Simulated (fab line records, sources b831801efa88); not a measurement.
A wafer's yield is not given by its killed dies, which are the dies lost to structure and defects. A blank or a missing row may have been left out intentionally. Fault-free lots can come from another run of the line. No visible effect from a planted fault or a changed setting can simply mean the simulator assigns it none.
fab line records	flow sky130
record lots=12	wafers=36	lastDay=50
route steps=708 shown METAL2@500 VIA2@509 PAD_OPEN@708
lots untouched by any fault: they come from a run of this same line in which no faults occurred
startH: start of the lot's first displayed wafer, in hours after the record's first day	waitH: hours elapsed since this lot's preceding step	" repeats the value in the row above	L1.1+2: a row that stands for several wafers	- value missing, or start not given	* or withheld: withheld	< > ~ a bound
route shown NAME@n: a module of which the file shows steps, and the number in the route of the first	usual: mean/standard deviation taken from wafers without a fault	same: alike in all rows	chamber/n: place in a boat	sites: each site's reading	_std_site: the standard deviation of these	_edge_site: the outer-site mean with the inner-site mean subtracted	radiusMm: for every site, how far away it sits from the centre of the wafer	mask NAME#n: copy n	behind: the tool/chamber that last shaped the wafer	hold: the reason the lot was held/the length of the hold in hours/how it ended	device: the n, p or np transistor that did not switch	end of line: the route-end tests of the same wafers	for a step that has no rows: nothing shown but its recipe	killed: dies that structure and defects cost at the first sort, which is not the same as the wafer's yield	map: per-die view of a wafer (x killed, . not killed, _ where there is no die)
set.NAME: the setting the step ran with; set.NAME@STEP: the setting that earlier step ran with	model.NAME: the simulator's own value behind a step, which no gauge read
one table for each step of the route and one row for each wafer, over a sample of lots
services: the hour from which a tool's chamber was out of use, counted from the record's first day as startH (under 0 if before that day), plus the number of hours and why
## steps
# step SKY_METAL2_DESCUM_17
# recipe chemistry=O2	sourcePowerW=150	biasPowerW=0	pressureMtorr=10	tempC=40	timeS=8
# usual drypumpMotorCurrentA=5.5/0.42	oesProductAu=1.002/0.011
lot.wafer	tool	chamber	startH	waitH	drypumpMotorCurrentA	oesProductAu	rfHoursCounterH
L768.1	rieMetal-02	1	846.98	0.0	5.3	1.005	1
L768.2	"	0	"	"	6.3	0.986	11
L768.4	"	1	"	"	5.2	1.022	-
L771.2	rieMetal-04	0	866.87	0.0	5.5	1.003	-
L771.4	"	0	"	"	5.5	0.994	-
L771.6	"	0	"	"	5.5	0.998	-
L774.2	rieMetal-01	0	892.71	0.0	5.4	1.006	7
L774.3	"	0	"	"	5.4	1.015	-
L774.6	"	1	"	"	5.3	0.991	-
L775.1	rieMetal-04	0	893.07	0.0	5.6	1.012	16
L775.4	"	1	"	"	4.9	1.002	-
L775.5	"	1	"	"	4.9	1.002	-
L776.1	rieMetal-02	0	901.06	0.0	6.3	0.995	14
L776.4	"	0	"	"	6.3	0.991	-
L776.6	"	1	"	"	5.3	1.010	-
L777.1	rieMetal-02	0	909.78	0.0	6.3	0.999	14
L777.3	"	0	"	"	6.4	0.995	-
L777.6	"	0	"	"	6.3	0.990	-
L779.2	rieMetal-01	0	922.48	0.0	5.4	1.002	9
L779.4	"	0	"	"	5.4	1.012	-
L779.5	"	1	"	"	5.2	0.992	-
L780.1	rieMetal-01	1	930.06	0.0	5.2	0.980	13
L780.3	"	1	"	"	5.2	0.998	-
L780.4	"	0	"	"	5.4	1.007	-
L781.2	rieMetal-01	1	941.16	0.0	5.3	0.991	14
L781.3	"	1	"	"	5.2	0.991	-
L781.4	"	0	"	"	5.4	1.013	-
L782.3	rieMetal-04	1	944.93	0.0	5.0	0.998	-
L782.5	"	1	"	"	4.9	0.994	-
L782.6	"	0	"	"	5.6	1.015	-
L783.2	rieMetal-02	0	951.08	0.0	6.3	0.988	16
L783.4	"	1	"	"	5.3	1.014	-
L783.5	"	1	"	"	5.3	1.029	-
L787.1	rieMetal-02	1	972.21	0.0	5.3	1.007	7
L787.2	"	0	"	"	6.3	0.988	17
L787.3	"	1	"	"	5.3	1.011	-
# step SKY_VIA2_CMP_02
# recipe material=SiO2	downForcePsi=4	platenRpm=60	padVelocityMS=0.94248
# usual motorCurrentA=12.1/0.95	slurryFilterDpKPa=13.50/0.15
lot.wafer	tool	chamber	startH	waitH	motorCurrentA	slurryFilterDpKPa
L768.1	cmp-02	3	847.95	0.1	12.1	13.89
L768.2	"	0	"	"	10.2	13.52
L768.4	"	2	"	"	11.3	13.34
L771.4	cmp-01	2	868.04	0.0	12.6	13.67
L771.2	"	1	"	"	11.9	13.51
L771.6	"	3	"	"	12.8	13.72
L774.2	cmp-02	0	893.68	0.0	10.0	13.74
L774.3	"	1	"	"	12.0	13.44
L774.6	"	1	"	"	11.7	13.31
L775.4	cmp-01	0	894.03	0.0	12.0	13.80
L775.1	"	3	"	"	13.0	13.40
L775.5	"	1	"	"	12.1	13.73
L776.4	cmp-01	0	902.02	0.0	14.0	13.41
L776.1	"	3	"	"	12.5	13.55
L776.6	"	1	"	"	12.4	13.53
L777.1	cmp-01	1	910.83	0.1	12.9	13.24
L777.3	"	2	"	"	13.0	13.31
L777.6	"	1	"	"	12.6	13.33
L779.2	cmp-02	1	923.44	0.0	13.2	13.44
L779.4	"	0	"	"	10.3	13.37
L779.5	"	1	"	"	12.4	13.46
L780.1	cmp-01	3	931.02	0.1	12.5	13.56
L780.4	"	1	"	"	12.5	13.78
L780.3	"	2	"	"	12.9	13.46
L781.3	cmp-02	0	942.17	0.1	10.3	13.51
L781.2	"	1	"	"	12.9	13.46
L781.4	"	2	"	"	12.1	13.46
L782.3	cmp-02	2	945.93	0.1	11.2	13.44
L782.5	"	1	"	"	13.1	13.59
L782.6	"	2	"	"	11.4	13.57
L783.4	cmp-01	1	952.05	0.0	12.1	13.39
L783.2	"	2	"	"	12.3	13.76
L783.5	"	1	"	"	12.4	13.49
L787.1	cmp-01	0	973.18	0.1	12.9	13.72
L787.3	"	2	"	"	13.3	13.69
L787.2	"	3	"	"	12.8	13.42
# step SKY_VIA2_OVL_MEAS_13
# usual VIA2_OVL=-7/5.6
lot.wafer	tool	chamber	startH	waitH	VIA2_OVL[nm]
L768.1	overlay-02	-	873.99	0.1	-8
L768.2	"	-	"	"	-9
L768.4	"	-	"	"	-9
L771.2	overlay-02	-	894.25	0.1	4
L771.4	"	-	"	"	-2
L771.6	"	-	"	"	7
L774.2	overlay-02	-	919.19	0.1	-8
L774.3	"	-	"	"	-13
L774.6	"	-	"	"	-20
L775.1	overlay-01	-	919.54	0.1	-8
L775.4	"	-	"	"	-8
L775.5	"	-	"	"	-4
L776.1	overlay-02	-	927.69	0.1	-3
L776.4	"	-	"	"	-9
L776.6	"	-	"	"	-17
L777.1	overlay-02	-	936.08	0.1	-8
L777.3	"	-	"	"	-4
L777.6	"	-	"	"	-3
L779.2	overlay-01	-	949.08	0.1	0
L779.4	"	-	"	"	3
L779.5	"	-	"	"	-12
L780.1	overlay-02	-	957.24	0.1	-7
L780.3	"	-	"	"	-12
L780.4	"	-	"	"	-17
L781.2	overlay-02	-	968.25	0.1	-15
L781.3	"	-	"	"	-12
L781.4	"	-	"	"	-15
L782.3	overlay-02	-	971.70	0.1	-9
L782.5	"	-	"	"	-16
L782.6	"	-	"	"	-3
L783.2	overlay-02	-	977.08	0.1	-10
L783.4	"	-	"	"	-5
L783.5	"	-	"	"	-9
L787.1	overlay-01	-	997.39	0.1	-11
L787.2	"	-	"	"	-8
L787.3	"	-	"	"	-15
# step SKY_VIA2_STRIP_16
# recipe chemistry=O2/N2	powerW=1400	pressureMtorr=1500	platenTempC=withheld	o2FlowSccm=3000	n2FlowSccm=300	overashFraction=0.5
# usual chamberPressureMTorr=1500.1/1.4	drypumpMotorCurrentA=5.5/0.48	oesProductAu=0.399/0.0043	stripTimeToEndpointS=4.042/0.026
lot.wafer	tool	chamber	startH	waitH	chamberPressureMTorr	drypumpMotorCurrentA	oesProductAu	rfHoursCounterH	stripTimeToEndpointS
L768.1	plasmaAsher-01	1	874.13	0.0	1500.5	6.5	0.395	72	4.109
L768.2	"	0	"	"	1496.2	5.3	0.397	72	4.062
L768.4	"	0	"	"	1502.4	5.3	0.391	-	4.060
L771.2	plasmaAsher-03	0	894.38	0.0	1500.9	5.6	0.400	47	4.026
L771.4	"	0	"	"	1496.3	5.6	0.397	-	4.036
L771.6	"	1	"	"	1501.0	5.2	0.399	-	4.007
L774.2	plasmaAsher-01	0	919.33	0.0	1501.3	5.3	0.397	77	4.057
L774.3	"	0	"	"	1500.5	5.3	0.404	-	4.022
L774.6	"	1	"	"	1499.1	6.5	0.401	-	4.064
L775.1	plasmaAsher-04	1	919.68	0.0	1498.8	5.6	0.403	106	4.010
L775.4	"	1	"	"	1498.9	5.7	0.397	-	4.062
L775.5	"	1	"	"	1498.1	5.7	0.403	-	4.053
L776.1	plasmaAsher-03	0	927.83	0.0	1501.2	5.6	0.402	49	4.029
L776.4	"	1	"	"	1500.3	5.1	0.404	-	4.040
L776.6	"	0	"	"	1496.5	5.6	0.398	-	4.038
L777.1	plasmaAsher-04	1	936.22	0.0	1499.8	5.7	0.401	108	4.035
L777.3	"	1	"	"	1499.4	5.7	0.398	-	4.041
L777.6	"	0	"	"	1501.7	5.0	0.402	-	4.042
L779.2	plasmaAsher-04	0	949.22	0.0	1500.2	5.0	0.400	110	4.028
L779.4	"	0	"	"	1501.7	5.0	0.403	-	4.074
L779.5	"	1	"	"	1501.0	5.7	0.408	-	4.078
L780.1	plasmaAsher-04	1	957.38	0.0	-	-	-	-	-
L780.3	"	1	"	"	-	-	-	-	-
L780.4	"	0	"	"	-	-	-	-	-
L781.2	plasmaAsher-04	0	968.38	0.0	-	-	-	-	-
L781.3	"	0	"	"	-	-	-	-	-
L781.4	"	1	"	"	-	-	-	-	-
L782.3	plasmaAsher-01	1	971.87	0.1	-	-	-	-	-
L782.5	"	1	"	"	-	-	-	-	-
L782.6	"	0	"	"	-	-	-	-	-
L783.2	plasmaAsher-04	1	977.22	0.0	1499.3	5.6	0.393	113	4.047
L783.4	"	0	"	"	1499.6	5.0	0.397	-	4.028
L783.5	"	1	"	"	1499.3	5.6	0.398	-	4.055
L787.1	plasmaAsher-01	1	997.53	0.0	1501.9	6.5	0.399	85	4.045
L787.2	"	0	"	"	1500.9	5.3	0.399	85	4.027
L787.3	"	1	"	"	1500.9	6.5	0.406	-	4.000
# step SKY_PAD_OPEN_PROBE_99
# usual defectLimitedYield=82.5/1.9	killed_at_M0_to_M3=42/7.2	killed_at_M4_up=3.5/1.8	killedAtContacts=25/5.7	killedAtFrontEnd=16/4.6	killedAtOther=0.2/0.41	killedDies=86/9.3	killedOnRim=17/3.9	killedOpen=47/6.3	killedShort=39/5.9	sort_bin_3_pad_short=0.9/0.44	sort_bin_5_function=10.3/1.5	sort_bin_6_memory=6.3/1	sortNPass=406/9.3	sortYieldPct=82.5/1.9
# same grossDies=492	killedAtBackSide=0	sort_bin_4_leakage[%]=0	sort_bin_8_speed[%]=0
lot.wafer	tool	chamber	startH	waitH	defectLimitedYield[%]	killed_at_M0_to_M3	killed_at_M4_up	killedAtContacts	killedAtFrontEnd	killedAtOther	killedDies	killedOnRim	killedOpen	killedShort	sort_bin_3_pad_short[%]	sort_bin_5_function[%]	sort_bin_6_memory[%]	sortNPass	sortYieldPct[%]
L768.1	prober-02	-	1097.32	0.1	80.7	42	3	32	18	0	95	16	51	44	1.2	10.6	7.5	397	80.7
L768.2	prober-02	-	1097.37	0.1	78.9	43	6	42	13	0	104	26	57	47	1.0	13.4	6.7	388	78.9
L768.4	prober-02	-	1097.47	0.2	82.3	41	3	27	16	0	87	13	49	38	1.0	11.8	4.9	405	82.3
L771.2	prober-02	-	1114.44	0.1	79.1	47	5	27	23	1	103	23	57	46	1.4	12.8	6.7	389	79.1
L771.4	prober-02	-	1114.54	0.2	82.5	42	1	21	22	0	86	26	55	31	1.2	11.0	5.3	406	82.5
L771.6	prober-02	-	1114.64	0.2	82.5	41	3	27	14	1	86	17	46	40	0.2	9.8	7.5	406	82.5
L774.2	prober-01	-	1131.68	0.1	83.1	46	2	17	17	1	83	16	52	31	0.8	8.9	7.1	409	83.1
L774.3	prober-01	-	1131.73	0.2	80.7	38	5	29	23	0	95	17	53	42	1.0	9.8	8.5	397	80.7
L774.6	prober-01	-	1131.88	0.2	82.5	41	2	17	26	0	86	15	47	39	0.4	10.4	6.7	406	82.5
L775.1	prober-02	-	1133.57	0.1	83.5	38	4	25	14	0	81	15	39	42	0.8	9.1	6.5	411	83.5
L775.4	prober-02	-	1133.72	0.2	83.7	45	2	19	14	0	80	11	43	37	0.8	7.7	7.7	412	83.7
L775.5	prober-02	-	1133.77	0.2	80.5	55	2	25	14	0	96	20	51	45	1.2	11.6	6.7	396	80.5
L776.1	prober-01	-	1143.86	0.1	83.9	39	5	21	14	0	79	17	41	38	0.6	9.6	5.9	413	83.9
L776.4	prober-01	-	1144.01	0.2	82.5	44	5	25	12	0	86	19	47	39	1.0	9.8	6.7	406	82.5
L776.6	prober-01	-	1144.11	0.2	83.3	35	5	30	12	0	82	25	49	33	0.4	9.1	7.1	410	83.3
L777.1	prober-02	-	1146.49	0.1	82.1	42	3	33	10	0	88	21	49	39	0.4	11.2	6.3	404	82.1
L777.3	prober-02	-	1146.59	0.2	85.4	37	3	18	14	0	72	19	39	33	1.0	8.5	5.1	420	85.4
L777.6	prober-02	-	1146.74	0.2	82.9	35	4	25	20	0	84	13	45	39	0.4	10.4	6.3	408	82.9
L779.2	prober-02	-	1155.85	0.1	83.5	33	4	23	21	0	81	15	39	42	1.2	9.3	5.9	411	83.5
L779.4	prober-02	-	1155.95	0.2	80.1	61	4	21	12	0	98	21	55	43	1.0	11.2	7.7	394	80.1
L779.5	prober-02	-	1156.00	0.2	82.9	43	4	25	12	0	84	15	46	38	1.4	9.1	6.5	408	82.9
L780.1	prober-01	-	1163.98	0.1	0	458	4	26	4	0	492	96	39	35	1.4	94.3	4.3	0	0
L780.3	prober-01	-	1164.08	0.2	0	452	5	22	12	1	492	96	49	46	1.0	91.1	7.9	0	0
L780.4	prober-01	-	1164.13	0.2	0	446	3	29	14	0	492	96	40	43	0.8	92.9	6.3	0	0
L781.2	prober-02	-	1169.88	0.1	0	442	3	30	17	0	492	96	47	29	0.4	91.7	7.9	0	0
L781.3	prober-02	-	1169.93	0.2	0	435	3	35	19	0	492	96	55	47	0.8	92.7	6.5	0	0
L781.4	prober-02	-	1169.98	0.2	0	431	3	27	31	0	492	96	60	46	0.8	90.2	8.9	0	0
L782.3	prober-01	-	1171.75	0.2	0	441	6	21	24	0	492	96	57	40	1.2	92.1	6.7	0	0
L782.5	prober-01	-	1171.85	0.2	0	442	5	24	21	0	492	96	51	40	1.0	93.7	5.3	0	0
L782.6	prober-01	-	1171.90	0.2	0	445	5	27	15	0	492	96	58	41	0.4	93.1	6.5	0	0
L783.2	prober-02	-	1176.98	0.1	81.1	45	4	27	17	0	93	18	58	35	0.8	10.4	7.7	399	81.1
L783.4	prober-02	-	1177.08	0.2	80.7	53	3	24	15	0	95	19	52	43	0.4	12.6	6.3	397	80.7
L783.5	prober-02	-	1177.13	0.2	80.7	48	4	24	19	0	95	23	59	36	1.2	13.0	5.1	397	80.7
L787.1	prober-02	-	1191.69	0.1	81.5	44	8	22	17	0	91	20	55	36	0.4	11.8	6.3	401	81.5
L787.2	prober-02	-	1191.74	0.1	82.1	42	6	20	20	0	88	20	51	37	0.8	8.9	8.1	404	82.1
L787.3	prober-02	-	1191.79	0.2	82.9	49	0	18	17	0	84	15	46	38	1.4	10.4	5.3	408	82.9
# killed by level:class
L768.1 CONTACT:geometricParticle:open=13 VIA1:geometricParticle:open=10 CONTACT:geometricParticle:short=9 METAL2:geometricParticle:short=8 FIELD_ISO:geometricParticle:open=7 LOCAL_INTERCONNECT:geometricParticle:short=6 VIA2:geometricParticle:open=6 VIA1:geometricParticle:short=5
L768.2 CONTACT:geometricParticle:open=24 METAL2:geometricParticle:short=9 VIA3:geometricParticle:open=7 LOCAL_INTERCONNECT:geometricParticle:short=7 METAL4:geometricParticle:short=6 POLY_GATE:geometricParticle:open=5 CONTACT:geometricParticle:short=5 METAL3:geometricParticle:short=5
L768.4 CONTACT:geometricParticle:open=10 VIA1:geometricParticle:open=10 VIA3:geometricParticle:open=7 CONTACT:geometricParticle:short=5 METAL2:geometricParticle:short=5 METAL3:geometricParticle:short=5 POLY_GATE:geometricParticle:open=4 LI_CONTACT:geometricParticle:open=4
L771.2 VIA1:geometricParticle:open=12 CONTACT:geometricParticle:open=11 VIA1:geometricParticle:short=8 VIA3:geometricParticle:open=8 FIELD_ISO:geometricParticle:open=7 LI_CONTACT:geometricParticle:open=7 CONTACT:geometricParticle:short=6 FIELD_ISO:geometricParticle:short=5
L771.4 VIA1:geometricParticle:open=12 CONTACT:geometricParticle:open=9 VIA3:geometricParticle:open=8 FIELD_ISO:geometricParticle:open=7 LOCAL_INTERCONNECT:geometricParticle:short=7 SPACER:geometricParticle:open=6 METAL1:geometricParticle:short=5 FIELD_ISO:geometricParticle:short=4
L771.6 VIA1:geometricParticle:open=13 CONTACT:geometricParticle:open=9 VIA2:geometricParticle:open=7 FIELD_ISO:geometricParticle:open=6 CONTACT:geometricParticle:short=6 VIA2:geometricParticle:short=6 LI_CONTACT:geometricParticle:short=5 LI_CONTACT:geometricParticle:open=5
L774.2 VIA1:geometricParticle:open=15 VIA3:geometricParticle:open=11 VIA2:geometricParticle:open=7 FIELD_ISO:geometricParticle:open=5 LI_CONTACT:geometricParticle:short=5 LI_CONTACT:geometricParticle:open=5 VIA1:geometricParticle:short=5 FIELD_ISO:geometricParticle:short=4
L774.3 CONTACT:geometricParticle:open=12 VIA1:geometricParticle:open=11 VIA2:geometricParticle:open=9 POLY_GATE:geometricParticle:short=6 VIA1:geometricParticle:short=6 LI_CONTACT:geometricParticle:short=5 LI_CONTACT:geometricParticle:open=5 POLY_GATE:geometricParticle:open=4
L774.6 POLY_GATE:geometricParticle:short=13 VIA1:geometricParticle:open=9 CONTACT:geometricParticle:open=7 LI_CONTACT:geometricParticle:open=5 CONTACT:geometricParticle:short=5 VIA1:geometricParticle:short=5 METAL2:geometricParticle:short=5 VIA2:geometricParticle:open=5
L775.1 CONTACT:geometricParticle:open=10 VIA2:geometricParticle:open=7 VIA1:geometricParticle:open=7 VIA3:geometricParticle:open=6 LOCAL_INTERCONNECT:geometricParticle:short=5 CONTACT:geometricParticle:short=5 VIA1:geometricParticle:short=5 METAL4:geometricParticle:short=4
L775.4 VIA1:geometricParticle:open=11 CONTACT:geometricParticle:open=8 VIA3:geometricParticle:open=8 LI_CONTACT:geometricParticle:open=6 VIA1:geometricParticle:short=5 VIA3:geometricParticle:short=5 FIELD_ISO:geometricParticle:short=4 POLY_GATE:geometricParticle:short=3
L775.5 VIA1:geometricParticle:open=15 METAL1:geometricParticle:short=10 CONTACT:geometricParticle:open=9 CONTACT:geometricParticle:short=7 VIA1:geometricParticle:short=6 LI_CONTACT:geometricParticle:open=5 METAL2:geometricParticle:short=5 VIA3:geometricParticle:open=5
L776.1 VIA1:geometricParticle:open=10 VIA1:geometricParticle:short=7 LI_CONTACT:geometricParticle:open=6 VIA3:geometricParticle:open=6 CONTACT:geometricParticle:open=6 FIELD_ISO:geometricParticle:short=4 CONTACT:geometricParticle:short=4 VIA2:geometricParticle:open=4
L776.4 CONTACT:geometricParticle:open=9 VIA1:geometricParticle:open=8 LI_CONTACT:geometricParticle:open=8 VIA2:geometricParticle:open=8 VIA2:geometricParticle:short=5 METAL1:geometricParticle:short=5 FIELD_ISO:geometricParticle:open=4 CONTACT:geometricParticle:short=4
L776.6 CONTACT:geometricParticle:open=14 VIA1:geometricParticle:open=9 LI_CONTACT:geometricParticle:open=7 METAL1:geometricParticle:short=6 CONTACT:geometricParticle:short=5 FIELD_ISO:geometricParticle:short=4 METAL2:geometricParticle:short=4 VIA2:geometricParticle:open=4
L777.1 CONTACT:geometricParticle:open=16 VIA1:geometricParticle:open=10 METAL1:geometricParticle:short=8 VIA2:geometricParticle:open=7 LI_CONTACT:geometricParticle:open=6 CONTACT:geometricParticle:short=6 METAL2:geometricParticle:short=5 METAL1:geometricParticle:open=3
L777.3 CONTACT:geometricParticle:open=12 VIA1:geometricParticle:open=8 VIA1:geometricParticle:short=6 METAL2:geometricParticle:short=6 VIA3:geometricParticle:open=5 POLY_GATE:geometricParticle:short=4 METAL1:geometricParticle:short=4 FIELD_ISO:geometricParticle:short=3
L777.6 VIA1:geometricParticle:open=9 CONTACT:geometricParticle:open=9 CONTACT:geometricParticle:short=8 FIELD_ISO:geometricParticle:short=5 FIELD_ISO:geometricParticle:open=5 POLY_GATE:geometricParticle:short=5 METAL1:geometricParticle:short=5 LI_CONTACT:geometricParticle:open=4
L779.2 VIA3:geometricParticle:open=9 LI_CONTACT:geometricParticle:open=7 FIELD_ISO:geometricParticle:short=6 VIA1:geometricParticle:open=6 CONTACT:geometricParticle:short=5 METAL1:geometricParticle:short=5 FIELD_ISO:geometricParticle:open=4 CONTACT:geometricParticle:open=4
L779.4 VIA3:geometricParticle:open=10 VIA1:geometricParticle:open=9 METAL2:geometricParticle:short=9 LI_CONTACT:geometricParticle:open=7 LOCAL_INTERCONNECT:geometricParticle:short=5 CONTACT:geometricParticle:open=5 METAL1:geometricParticle:short=5 VIA1:geometricParticle:short=5
L779.5 METAL2:geometricParticle:short=10 VIA1:geometricParticle:open=8 LI_CONTACT:geometricParticle:open=7 LOCAL_INTERCONNECT:geometricParticle:short=7 CONTACT:geometricParticle:open=7 VIA3:geometricParticle:open=6 VIA2:geometricParticle:open=5 POLY_CUT:geometricParticle:open=3
L780.1 VIA2:areaSputter=418 CONTACT:geometricParticle:open=11 VIA1:geometricParticle:open=8 METAL2:geometricParticle:short=7 VIA3:geometricParticle:open=6 CONTACT:geometricParticle:short=5 METAL1:geometricParticle:short=5 VIA2:geometricParticle:short=4
L780.3 VIA2:areaSputter=397 VIA1:geometricParticle:open=15 METAL2:geometricParticle:short=9 VIA2:geometricParticle:open=7 LI_CONTACT:geometricParticle:open=6 CONTACT:geometricParticle:open=6 VIA1:geometricParticle:short=6 CONTACT:geometricParticle:short=5
L780.4 VIA2:areaSputter=409 LI_CONTACT:geometricParticle:open=9 LOCAL_INTERCONNECT:geometricParticle:short=8 VIA3:geometricParticle:open=7 CONTACT:geometricParticle:open=6 VIA1:geometricParticle:open=6 METAL3:geometricParticle:short=5 FIELD_ISO:geometricParticle:open=4
L781.2 VIA2:areaSputter=416 CONTACT:geometricParticle:open=12 LI_CONTACT:geometricParticle:open=8 VIA1:geometricParticle:open=7 LOCAL_INTERCONNECT:geometricParticle:short=5 VIA3:geometricParticle:open=5 POLY_GATE:geometricParticle:open=4 CONTACT:geometricParticle:short=4
L781.3 VIA2:areaSputter=390 CONTACT:geometricParticle:open=19 VIA1:geometricParticle:open=12 POLY_GATE:geometricParticle:short=7 FIELD_ISO:geometricParticle:short=6 METAL2:geometricParticle:short=6 CONTACT:geometricParticle:short=6 VIA2:geometricParticle:open=5
L781.4 VIA2:areaSputter=386 VIA3:geometricParticle:open=15 CONTACT:geometricParticle:open=10 FIELD_ISO:geometricParticle:short=9 POLY_GATE:geometricParticle:short=8 VIA1:geometricParticle:open=7 VIA2:geometricParticle:open=7 POLY_GATE:geometricParticle:open=6
L782.3 VIA2:areaSputter=395 VIA1:geometricParticle:open=12 METAL1:geometricParticle:short=8 CONTACT:geometricParticle:open=7 VIA3:geometricParticle:open=7 FIELD_ISO:geometricParticle:open=6 VIA2:geometricParticle:open=6 POLY_GATE:geometricParticle:open=6
L782.5 VIA2:areaSputter=401 CONTACT:geometricParticle:open=11 METAL1:geometricParticle:short=10 VIA3:geometricParticle:open=9 POLY_GATE:geometricParticle:short=8 LI_CONTACT:geometricParticle:open=7 VIA1:geometricParticle:open=7 FIELD_ISO:geometricParticle:open=4
L782.6 VIA2:areaSputter=393 LI_CONTACT:geometricParticle:open=12 VIA1:geometricParticle:open=11 VIA2:geometricParticle:open=7 CONTACT:geometricParticle:open=7 METAL2:geometricParticle:short=6 VIA3:geometricParticle:open=5 METAL1:geometricParticle:open=5
L783.2 CONTACT:geometricParticle:open=12 VIA1:geometricParticle:open=12 VIA2:geometricParticle:open=9 VIA3:geometricParticle:open=7 METAL2:geometricParticle:short=6 METAL1:geometricParticle:short=6 POLY_GATE:geometricParticle:open=5 FIELD_ISO:geometricParticle:open=4
L783.4 VIA1:geometricParticle:open=14 CONTACT:geometricParticle:open=8 METAL2:geometricParticle:short=7 VIA3:geometricParticle:open=7 POLY_GATE:geometricParticle:open=5 LI_CONTACT:geometricParticle:open=5 CONTACT:geometricParticle:short=5 VIA3:geometricParticle:short=5
L783.5 CONTACT:geometricParticle:open=10 VIA2:geometricParticle:open=8 VIA1:geometricParticle:open=8 VIA3:geometricParticle:open=8 LI_CONTACT:geometricParticle:open=7 FIELD_ISO:geometricParticle:open=6 METAL1:geometricParticle:short=6 VIA3:geometricParticle:short=6
L787.1 VIA1:geometricParticle:open=13 LI_CONTACT:geometricParticle:open=9 VIA1:geometricParticle:short=8 VIA3:geometricParticle:open=8 CONTACT:geometricParticle:open=7 FIELD_ISO:geometricParticle:open=4 METAL4:geometricParticle:short=4 FIELD_ISO:geometricParticle:short=3
L787.2 CONTACT:geometricParticle:open=10 VIA2:geometricParticle:open=10 VIA1:geometricParticle:open=8 FIELD_ISO:geometricParticle:short=6 VIA3:geometricParticle:open=5 METAL4:geometricParticle:short=5 LI_CONTACT:geometricParticle:open=4 FIELD_ISO:geometricParticle:open=3
L787.3 VIA1:geometricParticle:open=11 VIA3:geometricParticle:open=7 FIELD_ISO:geometricParticle:short=6 VIA2:geometricParticle:open=6 CONTACT:geometricParticle:open=5 METAL1:geometricParticle:short=5 VIA1:geometricParticle:short=5 SPACER:geometricParticle:open=4
## services
tool	chamber	startH	hours	kind
plasmaAsher-01	-	829.82	3.3	repair
cmp-01	-	839.10	0.3	repair
rieMetal-04	1	846.61	29.5	repair
plasmaAsher-04	-	868.37	3.5	repair
rieMetal-01	-	884.14	0.3	repair
plasmaAsher-03	-	905.22	14.6	pm
cmp-01	-	912.00	4.0	pm
cmp-01	-	916.00	-	consumableReplace:conditioner
cmp-01	-	916.00	-	consumableReplace:pad
cmp-02	-	920.80	0.6	repair
plasmaAsher-01	-	927.34	2.8	pm
cmp-01	-	937.08	5.6	pm
rieMetal-04	-	937.24	2.8	pm
plasmaAsher-01	-	943.35	0.6	repair
cmp-02	-	943.39	1.1	repair
cmp-01	-	955.42	5.7	pm
cmp-02	-	966.38	3.9	repair
cmp-02	-	985.58	12.6	repair
## key
firstSign step=SKY_VIA2_STRIP_16	reading=toolRecord	direction=missing
effect step=SKY_PAD_OPEN_PROBE_99	reading=killed_at_M0_to_M3	direction=up	sigmas=56	usual=42	struck=444
moreKillsBornAt SKY_VIA2_SPUTTER_20@pvdSputter-02=3605
metAt SKY_VIA2_STRIP_16
struckLots L780,L781,L782
laterRowsLeftOut L780.1,L780.3,L780.4,L781.2,L781.3,L781.4,L782.3,L782.5,L782.6
notActingAt SKY_METAL2_DESCUM_17,SKY_VIA2_CMP_02,SKY_VIA2_OVL_MEAS_13
onsetBetween 949.22 957.38
fault kind=skippedStepWhole	tool=plasmaAsher-01,plasmaAsher-04	chamber=-	onsetH=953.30	steps=SKY_VIA2_STRIP_16	scope=struckLotsOnly
# laterRowsLeftOut: the simulator's readings of these wafers behind a module that went badly wrong aren't trusted and aren't shown, but for the sort
